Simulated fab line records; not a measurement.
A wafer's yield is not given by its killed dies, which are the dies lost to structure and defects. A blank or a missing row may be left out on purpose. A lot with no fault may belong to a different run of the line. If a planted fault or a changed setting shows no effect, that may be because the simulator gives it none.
fab line records | flow sky130
record: lots: 11 | wafers: 33 | lastDay: 51
route steps=708 shown VT_ADJUST_NCORE@129 VT_ADJUST_HVTR@141 SONOS_TUNNEL@161 GATE_OXIDE@188 PAD_OPEN@708
lots that met no fault: from a run of the same line without faults
startH: the number of hours between the record's first day and the start of the first shown wafer of the lot | waitH: hours since the lot's step before | " the same as in the row above | L1.1+2: a row that stands for several wafers | - no value present, or no start provided | * or withheld: withheld | < > ~ a bound
route shown NAME@n: names a module that has steps shown in the file, with the first one's number in the route | usual: average and standard deviation across the fault-free wafers | same: alike in all rows | chamber/n: place in a boat | sites: the reading at each site | _std_site: standard deviation across them | _edge_site: inner sites' mean taken away from outer sites' mean | radiusMm: how far each site lies from the wafer's centre | mask NAME#n: copy n | behind: the last tool/chamber to shape the wafer | hold: why the lot went on hold/how many hours it stayed there/how the hold came to an end | device: the transistor (n, p or np) that didn't switch | end of line: the same wafers' tests at the end of the route | a step with no rows: only its recipe | killed: not the wafer's yield, but the dies lost to structure and defects at the first sort | map: a wafer's dies, x killed, . not, _ none there
set.NAME: the run value of the setting; set.NAME@STEP: its run value at that earlier step | model.NAME: the simulator's own value behind a step, which no gauge read
route steps across a sampled set of lots; one table per step, one row per wafer
services: when a tool's chamber went out of use (startH, in hours from the record's first day, below 0 if earlier), for how many hours, and the reason
== steps ==
step: SKY_VT_ADJUST_NCORE_STRIP_10
recipe: chemistry: O2/N2 | powerW: 1400 | pressureMtorr: 1500 | platenTempC: withheld | o2FlowSccm: 3000 | n2FlowSccm: 300 | overashFraction: 0.5
usual: drypumpMotorCurrentA: 6.0/0.44 | oesProductAu: 0.716/0.0046 | stripTimeToEndpointS: 14.16/0.034
lot.wafer | tool           | chamber | startH | waitH | drypumpMotorCurrentA | oesProductAu | rfHoursCounterH | stripTimeToEndpointS
L859.3    | plasmaAsher-03 | 0       | 182.98 | 0.1   | 6.6                  | 0.712        | -               | 14.11
L859.4    | "              | 1       | "      | "     | 5.5                  | 0.714        | -               | 14.17
L859.5    | "              | 0       | "      | "     | 6.6                  | 0.722        | -               | 14.16
L861.2    | plasmaAsher-03 | 1       | 199.29 | 0.1   | 5.5                  | 0.711        | 48              | 14.16
L861.3    | "              | 1       | "      | "     | 5.4                  | 0.727        | -               | 14.21
L861.5    | "              | 0       | "      | "     | 6.5                  | 0.715        | -               | 14.14
L863.2    | plasmaAsher-04 | 0       | 213.17 | 0.1   | 6.4                  | 0.717        | 42              | 14.14
L863.3    | "              | 0       | "      | "     | 6.4                  | 0.719        | -               | 14.17
L863.4    | "              | 1       | "      | "     | 5.8                  | 0.722        | -               | 14.19
L864.1    | plasmaAsher-03 | 0       | 219.99 | 0.1   | 6.5                  | 0.709        | 49              | 14.16
L864.2    | "              | 1       | "      | "     | 5.4                  | 0.719        | 49              | 14.13
L864.4    | "              | 1       | "      | "     | 5.4                  | 0.716        | -               | 14.14
L870.2    | plasmaAsher-01 | 0       | 259.59 | 0.1   | 5.8                  | 0.725        | 57              | 14.15
L870.3    | "              | 0       | "      | "     | 5.8                  | 0.717        | -               | 14.21
L870.5    | "              | 1       | "      | "     | 6.0                  | 0.713        | -               | 14.11
L871.1    | plasmaAsher-01 | 0       | 268.27 | 0.1   | 5.8                  | 0.715        | 59              | 14.13
L871.2    | "              | 1       | "      | "     | 6.0                  | 0.714        | 59              | 14.15
L871.5    | "              | 1       | "      | "     | 6.0                  | 0.723        | -               | 14.10
L878.3    | plasmaAsher-03 | 1       | 319.11 | 0.1   | 5.5                  | 0.717        | -               | 14.16
L878.5    | "              | 1       | "      | "     | 5.5                  | 0.715        | -               | 14.16
L878.6    | "              | 0       | "      | "     | 6.6                  | 0.720        | -               | 14.17
L879.3    | plasmaAsher-03 | 1       | 325.61 | 0.1   | 5.5                  | 0.723        | -               | 14.19
L879.4    | "              | 0       | "      | "     | 6.6                  | 0.721        | -               | 14.13
L879.5    | "              | 0       | "      | "     | 6.6                  | 0.714        | -               | 14.11
L880.2    | plasmaAsher-04 | 1       | 336.37 | 0.1   | 5.8                  | 0.719        | 50              | 14.18
L880.3    | "              | 0       | "      | "     | 6.4                  | 0.717        | -               | 14.18
L880.4    | "              | 1       | "      | "     | 5.8                  | 0.715        | -               | 14.18
L881.1    | plasmaAsher-04 | 0       | 342.07 | 0.1   | 6.4                  | 0.712        | 51              | 14.17
L881.3    | "              | 0       | "      | "     | 6.4                  | 0.715        | -               | 14.16
L881.6    | "              | 1       | "      | "     | 5.8                  | 0.715        | -               | 14.15
L882.1    | plasmaAsher-03 | 1       | 344.27 | 0.1   | 5.4                  | 0.710        | 63              | 14.13
L882.2    | "              | 0       | "      | "     | 6.6                  | 0.719        | 63              | 14.20
L882.6    | "              | 1       | "      | "     | 5.4                  | 0.711        | -               | 14.19
step: SKY_VT_ADJUST_HVTR_STRIP_10
recipe: chemistry: O2/N2 | powerW: 1400 | pressureMtorr: 1500 | platenTempC: withheld | o2FlowSccm: 3000 | n2FlowSccm: 300 | overashFraction: 0.5
usual: drypumpMotorCurrentA: 6.0/0.43 | oesProductAu: 0.716/0.0044 | stripTimeToEndpointS: 14.19/0.043
lot.wafer | tool           | chamber | startH | waitH | drypumpMotorCurrentA | oesProductAu | rfHoursCounterH | stripTimeToEndpointS
L859.3    | plasmaAsher-02 | 0       | 205.13 | 0.1   | 6.3                  | 0.720        | -               | 14.17
L859.4    | "              | 1       | "      | "     | 5.8                  | 0.718        | -               | 14.17
L859.5    | "              | 0       | "      | "     | 6.3                  | 0.716        | -               | 14.14
L861.2    | plasmaAsher-03 | 0       | 222.05 | 0.1   | 6.6                  | 0.707        | 50              | 14.10
L861.3    | "              | 0       | "      | "     | 6.5                  | 0.719        | -               | 14.14
L861.5    | "              | 1       | "      | "     | 5.5                  | 0.713        | -               | 14.17
L863.2    | plasmaAsher-03 | 1       | 235.70 | 0.1   | 5.4                  | 0.712        | 51              | 14.19
L863.3    | "              | 1       | "      | "     | 5.5                  | 0.711        | -               | 14.18
L863.4    | "              | 0       | "      | "     | 6.6                  | 0.713        | -               | 14.23
L864.1    | plasmaAsher-03 | 1       | 243.70 | 0.1   | 5.5                  | 0.717        | 52              | 14.22
L864.2    | "              | 0       | "      | "     | 6.6                  | 0.718        | 52              | 14.23
L864.4    | "              | 1       | "      | "     | 5.5                  | 0.709        | -               | 14.22
L870.2    | plasmaAsher-03 | 0       | 284.59 | 0.1   | 6.6                  | 0.717        | 56              | 14.16
L870.3    | "              | 1       | "      | "     | 5.4                  | 0.719        | -               | 14.12
L870.5    | "              | 0       | "      | "     | 6.6                  | 0.714        | -               | 14.12
L871.1    | plasmaAsher-02 | 1       | 292.94 | 0.1   | 5.8                  | 0.716        | 19              | 14.14
L871.2    | "              | 0       | "      | "     | 6.3                  | 0.718        | 19              | 14.11
L871.5    | "              | 1       | "      | "     | 5.8                  | 0.717        | -               | 14.16
L878.3    | plasmaAsher-02 | 0       | 346.14 | 0.1   | 6.3                  | 0.716        | -               | 14.15
L878.5    | "              | 0       | "      | "     | 6.4                  | 0.716        | -               | 14.15
L878.6    | "              | 1       | "      | "     | 5.8                  | 0.723        | -               | 14.16
L879.3    | plasmaAsher-03 | 0       | 352.68 | 0.1   | 6.6                  | 0.714        | -               | 14.19
L879.4    | "              | 1       | "      | "     | 5.4                  | 0.717        | -               | 14.22
L879.5    | "              | 0       | "      | "     | 6.6                  | 0.706        | -               | 14.20
L880.2    | plasmaAsher-02 | 0       | 365.09 | 0.1   | 6.3                  | 0.709        | 25              | 14.18
L880.3    | "              | 1       | "      | "     | 5.8                  | 0.715        | -               | 14.16
L880.4    | "              | 0       | "      | "     | 6.3                  | 0.722        | -               | 14.15
L881.1    | plasmaAsher-03 | 1       | 370.59 | 0.1   | 5.5                  | 0.713        | 65              | 14.23
L881.3    | "              | 0       | "      | "     | 6.6                  | 0.719        | -               | 14.22
L881.6    | "              | 1       | "      | "     | 5.5                  | 0.718        | -               | 14.20
L882.1    | plasmaAsher-03 | 1       | 372.09 | 0.1   | 5.4                  | 0.719        | 66              | 14.16
L882.2    | "              | 0       | "      | "     | 6.6                  | 0.706        | 66              | 14.17
L882.6    | "              | 1       | "      | "     | 5.5                  | 0.716        | -               | 14.14
step: SKY_SONOS_TUNNEL_CD_MEAS_07
recipe: targetCdNm: 410
usual: cdNm: 410.2/2.5
lot.wafer | tool     | chamber | startH | waitH | cdNm
L859.3    | cdSem-01 | -       | 250.53 | 0.1   | 411.6
L859.4    | "        | -       | "      | "     | 411.4
L859.5    | "        | -       | "      | "     | 413.0
L861.2    | cdSem-01 | -       | 269.31 | 0.1   | 412.0
L861.3    | "        | -       | "      | "     | 411.9
L861.5    | "        | -       | "      | "     | 414.4
L863.2    | cdSem-02 | -       | 284.74 | 0.1   | 410.6
L863.3    | "        | -       | "      | "     | 411.4
L863.4    | "        | -       | "      | "     | 412.8
L864.1    | cdSem-02 | -       | 292.27 | 0.1   | 412.8
L864.2    | "        | -       | "      | "     | 410.9
L864.4    | "        | -       | "      | "     | 412.1
L870.2    | cdSem-01 | -       | 336.26 | 0.1   | 409.1
L870.3    | "        | -       | "      | "     | 410.0
L870.5    | "        | -       | "      | "     | 411.1
L871.1    | cdSem-02 | -       | 345.09 | 0.1   | 405.8
L871.2    | "        | -       | "      | "     | 403.7
L871.5    | "        | -       | "      | "     | 405.0
L878.3    | cdSem-01 | -       | 401.86 | 0.1   | 409.1
L878.5    | "        | -       | "      | "     | 408.9
L878.6    | "        | -       | "      | "     | 410.0
L879.3    | cdSem-02 | -       | 408.77 | 0.1   | 405.4
L879.4    | "        | -       | "      | "     | 405.9
L879.5    | "        | -       | "      | "     | 405.0
L880.2    | cdSem-02 | -       | 421.91 | 0.1   | 413.2
L880.3    | "        | -       | "      | "     | 413.4
L880.4    | "        | -       | "      | "     | 412.5
L881.1    | cdSem-02 | -       | 426.88 | 0.1   | 408.9
L881.3    | "        | -       | "      | "     | 410.1
L881.6    | "        | -       | "      | "     | 409.6
L882.1    | cdSem-01 | -       | 429.03 | 0.1   | 413.8
L882.2    | "        | -       | "      | "     | 413.7
L882.6    | "        | -       | "      | "     | 415.2
step: SKY_GATE_OXIDE_OXIDATION_01
recipe: tempC: 900 | ambient: O2 | stabiliseS: 600 | purgeS: 300 | targetThkA: 102.68 | oxTimeS: 1473
usual: spikeTcBottomC: 922/3.3 | spikeTcCentreC: 899.7/0.94 | spikeTcLowerC: 899.5/0.98 | spikeTcTopC: 911.7/1.2 | spikeTcUpperC: 901.5/1 | tubeCenterTempC: 900/0.083 | tube_center_temp_C_max: 902.3/0.36 | zonePowerCentrePct: 20.6/2.4
lot.wafer | tool       | chamber | startH | waitH | spikeTcBottomC | spikeTcCentreC | spikeTcLowerC | spikeTcTopC | spikeTcUpperC | tubeCenterTempC | tube_center_temp_C_max | zonePowerCentrePct
L859.3    | furnace-01 | 0       | 283.82 | 2.4   | 923            | 897.8          | 899.3         | 911.7       | 904.0         | 900.06          | 902.0                  | 22.3
L859.4    | "          | 0       | "      | "     | 926            | 899.7          | 899.3         | 912.7       | 903.6         | 900.06          | 902.9                  | 21.9
L859.5    | "          | 0       | "      | "     | 924            | 900.1          | 900.2         | 911.5       | 901.3         | 899.91          | 902.1                  | 22.2
L861.2    | furnace-01 | 0       | 304.36 | 1.6   | 922            | 898.8          | 899.1         | 911.9       | 901.9         | 899.92          | 902.1                  | 21.7
L861.3    | "          | 0       | "      | "     | 922            | 898.8          | 899.7         | 910.8       | 902.4         | 900.03          | 902.4                  | 22.0
L861.5    | "          | 0       | "      | "     | 923            | 899.5          | 899.4         | 912.7       | 902.3         | 900.13          | 902.0                  | 22.0
L863.2    | furnace-01 | 0       | 319.24 | 2.9   | 924            | 900.7          | 900.6         | 910.9       | 900.3         | 900.08          | 902.3                  | 22.1
L863.3    | "          | 0       | "      | "     | 925            | 900.3          | 899.7         | 910.9       | 903.0         | 900.07          | 902.1                  | 22.0
L863.4    | "          | 0       | "      | "     | 922            | 897.8          | 898.4         | 910.7       | 902.1         | 899.96          | 902.6                  | 22.0
L864.1    | furnace-02 | 0       | 324.45 | 1.2   | 918            | 900.6          | 899.2         | 912.0       | 901.0         | 900.11          | 901.8                  | 16.4
L864.2    | "          | 0       | "      | "     | 917            | 899.6          | 900.4         | 913.3       | 900.8         | 900.04          | 902.5                  | 16.6
L864.4    | "          | 0       | "      | "     | 917            | 899.8          | 897.3         | 913.9       | 902.1         | 900.04          | 901.9                  | 16.5
L870.2    | furnace-01 | 0       | 378.71 | 7.7   | 916            | 894.1          | 892.5         | 904.2       | 895.2         | 893.95          | 896.6                  | 21.8
L870.3    | "          | 0       | "      | "     | 916            | 893.2          | 892.3         | 905.3       | 894.6         | 894.01          | 896.4                  | 21.7
L870.5    | "          | 0       | "      | "     | 920            | 894.8          | 893.1         | 906.3       | 896.3         | 893.93          | 896.0                  | 21.6
L871.1    | furnace-01 | 0       | 378.71 | 0.4   | 918            | 893.3          | 893.6         | 903.6       | 895.3         | 893.94          | 895.8                  | 21.9
L871.2    | "          | 0       | "      | "     | 916            | 892.6          | 893.8         | 906.3       | 897.1         | 893.75          | 896.1                  | 21.7
L871.5    | "          | 0       | "      | "     | 918            | 894.0          | 891.4         | 904.6       | 894.5         | 893.86          | 895.7                  | 21.7
L878.3    | furnace-01 | 0       | 445.11 | 0.0   | 922            | 899.3          | 900.1         | 913.2       | 902.4         | 899.97          | 902.1                  | 22.1
L878.5    | "          | 0       | "      | "     | 923            | 899.1          | 898.6         | 912.2       | 901.7         | 900.01          | 901.8                  | 21.8
L878.6    | "          | 0       | "      | "     | 924            | 899.9          | 899.4         | 911.7       | 901.5         | 899.97          | 902.0                  | 21.8
L879.3    | furnace-01 | 0       | 446.74 | 0.0   | 924            | 901.2          | 899.7         | 911.7       | 901.6         | 899.99          | 902.0                  | 22.2
L879.4    | "          | 0       | "      | "     | 924            | 899.0          | 898.7         | 910.7       | 901.8         | 899.97          | 902.0                  | 22.3
L879.5    | "          | 0       | "      | "     | 925            | 900.6          | 898.8         | 910.9       | 901.5         | 900.12          | 902.4                  | 22.3
L881.1    | furnace-01 | 0       | 502.61 | 0.0   | 922            | 899.5          | 899.9         | 911.6       | 901.3         | 899.92          | 901.7                  | 22.2
L881.3    | "          | 0       | "      | "     | 924            | 898.7          | 899.4         | 912.0       | 902.8         | 899.94          | 902.0                  | 21.9
L881.6    | "          | 0       | "      | "     | 925            | 899.5          | 899.3         | 912.6       | 901.9         | 900             | 902.2                  | 22.1
L882.1    | furnace-02 | 0       | 503.21 | 0.0   | 916            | 901.0          | 899.5         | 912.3       | 900.1         | 900             | 902.4                  | 16.8
L882.2    | "          | 0       | "      | "     | 916            | 900.3          | 900.3         | 912.5       | 899.9         | 899.9           | 902.5                  | 16.5
L882.6    | "          | 0       | "      | "     | 917            | 900.3          | 900.0         | 910.5       | 901.5         | 900.08          | 902.6                  | 16.3
L880.2    | furnace-01 | 0       | 504.02 | 0.6   | 924            | 901.1          | 898.2         | 910.3       | 899.6         | 899.9           | 902.1                  | 21.4
L880.3    | "          | 0       | "      | "     | 923            | 900.6          | 900.2         | 911.7       | 902.2         | 900.21          | 902.8                  | 22.2
L880.4    | "          | 0       | "      | "     | 924            | 900.3          | 899.4         | 910.9       | 901.1         | 900.02          | 902.3                  | 22.2
step: SKY_GATE_OXIDE_THK_MEAS_02
recipe: reads: SiO2_of_GATE_OXIDE_OXIDATION_01
usual: GATE_OXIDE_OXIDATION_00_THK: 10.19/0.16
lot.wafer | tool         | chamber | startH | waitH | GATE_OXIDE_OXIDATION_00_THK[nm]
L859.3    | filmMetro-01 | -       | 285.24 | 0.0   | 10.37
L859.4    | "            | -       | "      | "     | 10.35
L859.5    | "            | -       | "      | "     | 10.38
L861.2    | filmMetro-02 | -       | 305.78 | 0.0   | 10.16
L861.3    | "            | -       | "      | "     | 10.23
L861.5    | "            | -       | "      | "     | 10.30
L863.2    | filmMetro-01 | -       | 320.66 | 0.0   | 10.17
L863.3    | "            | -       | "      | "     | 10.21
L863.4    | "            | -       | "      | "     | 10.00
L864.1    | filmMetro-03 | -       | 325.86 | 0.0   | 10.39
L864.2    | "            | -       | "      | "     | 10.41
L864.4    | "            | -       | "      | "     | 10.16
L871.1    | filmMetro-03 | -       | 380.12 | 0.0   | 9.59
L871.2    | "            | -       | "      | "     | 9.73
L871.5    | "            | -       | "      | "     | 9.63
L870.2    | filmMetro-02 | -       | 380.13 | 0.0   | 9.69
L870.3    | "            | -       | "      | "     | 9.76
L870.5    | "            | -       | "      | "     | 9.66
L878.3    | filmMetro-01 | -       | 446.54 | 0.0   | 10.00
L878.5    | "            | -       | "      | "     | 10.16
L878.6    | "            | -       | "      | "     | 9.93
L879.3    | filmMetro-02 | -       | 448.17 | 0.0   | 10.11
L879.4    | "            | -       | "      | "     | 10.38
L879.5    | "            | -       | "      | "     | 10.08
L881.1    | filmMetro-01 | -       | 504.02 | 0.0   | 10.14
L881.3    | "            | -       | "      | "     | 10.02
L881.6    | "            | -       | "      | "     | 9.85
L882.1    | filmMetro-01 | -       | 504.62 | 0.0   | 10.16
L882.2    | "            | -       | "      | "     | 10.50
L882.6    | "            | -       | "      | "     | 10.35
L880.2    | filmMetro-01 | -       | 505.44 | 0.0   | 10.01
L880.3    | "            | -       | "      | "     | 9.88
L880.4    | "            | -       | "      | "     | 9.91
step: SKY_PAD_OPEN_PROBE_99
usual: killed_at_M0_to_M3: 43/6.8 | killed_at_M4_up: 3.1/1.8 | killedAtContacts: 25/5.8 | killedAtFrontEnd: 15/4.2 | killedAtOther: 0.3/0.5 | killedDies: 87/9.7 | killedOpen: 47/7.3 | killedShort: 39/6.6
same: grossDies: 492 | killedAtBackSide: 0
lot.wafer | tool      | chamber | startH  | waitH | killed_at_M0_to_M3 | killed_at_M4_up | killedAtContacts | killedAtFrontEnd | killedAtOther | killedDies | killedOpen | killedShort
L870.2    | prober-01 | -       | 1150.99 | 0.1   | 33                 | 1               | 25               | 32               | 0             | 91         | 62         | 29
L870.3    | prober-01 | -       | 1151.04 | 0.2   | 50                 | 5               | 26               | 24               | 0             | 105        | 63         | 42
L870.5    | prober-01 | -       | 1151.14 | 0.2   | 36                 | 1               | 32               | 16               | 0             | 85         | 49         | 36
killed by level:class
L870.2 VIA2:geometricParticle:open=10 LI_CONTACT:geometricParticle:open=9 POLY_GATE:geometricParticle:open=8 VIA1:geometricParticle:open=7 CONTACT:geometricParticle:open=7 FIELD_ISO:geometricParticle:short=5 FIELD_ISO:geometricParticle:open=5 POLY_GATE:geometricParticle:short=4
L870.3 VIA1:geometricParticle:open=12 CONTACT:geometricParticle:open=10 METAL1:geometricParticle:short=7 POLY_GATE:geometricParticle:open=6 LI_CONTACT:geometricParticle:open=6 CONTACT:geometricParticle:short=6 VIA2:geometricParticle:open=6 VIA3:geometricParticle:open=6
L870.5 CONTACT:geometricParticle:open=13 LI_CONTACT:geometricParticle:open=10 VIA3:geometricParticle:open=7 FIELD_ISO:geometricParticle:open=5 VIA1:geometricParticle:open=5 LOCAL_INTERCONNECT:geometricParticle:short=5 VIA1:geometricParticle:short=5 METAL1:geometricParticle:short=4
== services ==
tool           | chamber | startH | hours | kind
plasmaAsher-02 | -       | 180.13 | 0.4   | repair
furnace-01     | -       | 180.91 | 4.0   | pm
plasmaAsher-01 | -       | 193.63 | 3.5   | repair
plasmaAsher-04 | -       | 255.97 | 28.1  | pm
furnace-02     | -       | 271.52 | 3.9   | pm
furnace-01     | -       | 276.26 | 3.6   | pm
plasmaAsher-04 | -       | 284.07 | 14.6  | pm
furnace-02     | -       | 297.83 | 3.9   | pm
plasmaAsher-04 | -       | 298.67 | 2.8   | pm
plasmaAsher-02 | -       | 303.73 | 8.0   | repair
plasmaAsher-04 | -       | 303.85 | 0.3   | repair
furnace-02     | -       | 308.94 | 5.5   | repair
furnace-01     | -       | 311.09 | 2.3   | repair
furnace-01     | -       | 349.97 | 3.6   | pm
furnace-02     | -       | 360.54 | 29.4  | repair
plasmaAsher-01 | -       | 362.83 | 4.4   | repair
plasmaAsher-02 | -       | 382.35 | 14.6  | pm
furnace-02     | -       | 389.94 | 25.7  | pm
plasmaAsher-01 | -       | 421.25 | 9.0   | pm
plasmaAsher-01 | 0       | 421.25 | 9.0   | ventCycle
plasmaAsher-01 | 1       | 421.25 | 9.0   | ventCycle
plasmaAsher-01 | 0       | 430.25 | -     | clean
furnace-02     | -       | 438.19 | 4.8   | pm
plasmaAsher-01 | -       | 456.16 | 15.4  | repair
== key ==
firstSign: step: SKY_GATE_OXIDE_OXIDATION_01 | reading: tubeCenterTempC | direction: down | sigmas: 68 | usual: * | struck: *
effect: step: SKY_GATE_OXIDE_OXIDATION_01 | reading: tube_center_temp_C_max | direction: down | sigmas: 17 | usual: * | struck: *
effect: step: SKY_GATE_OXIDE_THK_MEAS_02 | reading: GATE_OXIDE_OXIDATION_00_THK | direction: down | sigmas: 3.1 | usual: 10.19 | struck: 9.68
metAt SKY_GATE_OXIDE_OXIDATION_01
struckLots L870,L871
testerLeftOut L870,L871
notActingAt SKY_VT_ADJUST_NCORE_STRIP_10,SKY_VT_ADJUST_HVTR_STRIP_10,SKY_SONOS_TUNNEL_CD_MEAS_07
onsetBetween 319.24 378.71
fault: kind: processParameterDrift | tool: furnace-01 | chamber: - | onsetH: 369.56 | steps: SKY_GATE_OXIDE_OXIDATION_01 | channel: tempC | offset: * | shape: step | endH: 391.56 | actsIn: * | stated: *
testerLeftOut: of these lots the tester's yield and bins aren't shown, on N5 and GAA mostly nor the transistor test; their killed dies are dies lost to structure and defects alone, not to doping, threshold or leakage, so they don't give the yield
